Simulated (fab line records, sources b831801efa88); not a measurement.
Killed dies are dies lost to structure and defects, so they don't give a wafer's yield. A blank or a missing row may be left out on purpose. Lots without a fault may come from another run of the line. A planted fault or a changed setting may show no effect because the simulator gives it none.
A struck lot beside a sound one | flow sfq_line | 13 steps out of a route of 325
Sound: wafers L821.2, L821.3, L821.4. Struck: wafers L835.4, L835.5, L835.6. The cause comes at the end.
At each step with rows: each side's tool, then ch and its chambers, then its first start. Under that, the readings that differ: sound wafers | struck wafers | difference of the means | sigmas: that difference in standard deviations of wafers without a fault.
alike: readings whose means differ by less than 2 such deviations, and words and numbers that are the same on both sides. not compared: withheld readings, readings that some wafer has no value for, bounds like >300 that may hide the same value, and numbers for which the record gives no deviation and whose values overlap.
The two part at a step that has a row with sigmas, a row that says differs or no value, or rows on one side only. Numbers that don't overlap but have no deviation are shown without sigmas and don't part them. A reading that every wafer of one side lacks parts them only if that side has two wafers or more.

SFQ_TRILAYER_I6_VIA_ETCH_VIA_ETCH_172: etches SiO2 in CHF3, stops on Nb, target depth 260 nm.
  sound on rie_diel-01 ch 0,3, day 73 08:11; struck on rie_diel-04 ch 0,1,3, day 86 03:47
  alike: drypump_motor_current_A, oes_product_au
SFQ_TRILAYER_I6_VIA_STRIP_STRIP_173: strips in O2.
  sound on rie_metal-03 ch 0,1, day 73 08:19; struck on rie_metal-04 ch 0,1, day 86 04:02
  alike: drypump_motor_current_A, oes_product_au
  not compared: rf_hours_counter_h
then, 2 steps without rows for these wafers: SFQ_TRILAYER_I6_VIA_STRIP_SOLV_CLEAN_174 (cleans in NMP, time 600 s); SFQ_TRILAYER_M7_DEP_PRE_CLEAN_176 (time 22.5 s).
SFQ_TRILAYER_M7_DEP_SPUTTER_175: material Nb, target thk 200 nm, time 133.3 s.
  sound on pvd_sputter-03, day 73 09:07; struck on pvd_sputter-06, day 86 04:41
  alike: throttle_valve_pct
SFQ_M7_RS_MEAS_943: measures by four-point-probe.
  sound on film_metro-02, day 73 09:13; struck on film_metro-03, day 86 04:47
  alike: M7_NB_RS
then, 5 steps without rows for these wafers: SFQ_TRILAYER_M7_LITHO_COAT_182 (resist thk 62 nm); SFQ_TRILAYER_M7_LITHO_COAT_177 (resist thk 600 nm); SFQ_TRILAYER_M7_LITHO_SOFTBAKE_181; SFQ_TRILAYER_M7_LITHO_EXPOSE_178 (exposes mask M7, target cd 500 nm); SFQ_TRILAYER_M7_LITHO_PEB_180 (peb time 60 s).
SFQ_TRILAYER_M7_LITHO_DEVELOP_179: time 60 s.
  sound on litho_track-04 ch 0, day 78 07:26; struck on litho_track-04, day 86 07:43
  no value came back on the struck wafers for chill_plate_temp_C (C), exhaust_pa (Pa); on the sound wafers chill_plate_temp_C (C) reads 22.89 22.78 22.92
  reading                                             | sound           | struck            | difference | sigmas
  model.KrF_of_TRILAYER_M7_LITHO_COAT_177.thk_nm (nm) | 576.7 578 578.6 | 602.1 603.9 602.6 | +25.1      |
SFQ_M7_OVL_MEAS_945:
  sound on overlay-02, day 78 07:34; struck on overlay-02, day 86 07:49
  reading     | sound   | struck | difference                    | sigmas
  M7_OVL (nm) | -7 1 -8 | - - -  | no value on the struck wafers |

WHERE THEY PART
First at SFQ_TRILAYER_M7_LITHO_DEVELOP_179; last, within this record, at SFQ_M7_OVL_MEAS_945.

WHY: what the simulator had put in
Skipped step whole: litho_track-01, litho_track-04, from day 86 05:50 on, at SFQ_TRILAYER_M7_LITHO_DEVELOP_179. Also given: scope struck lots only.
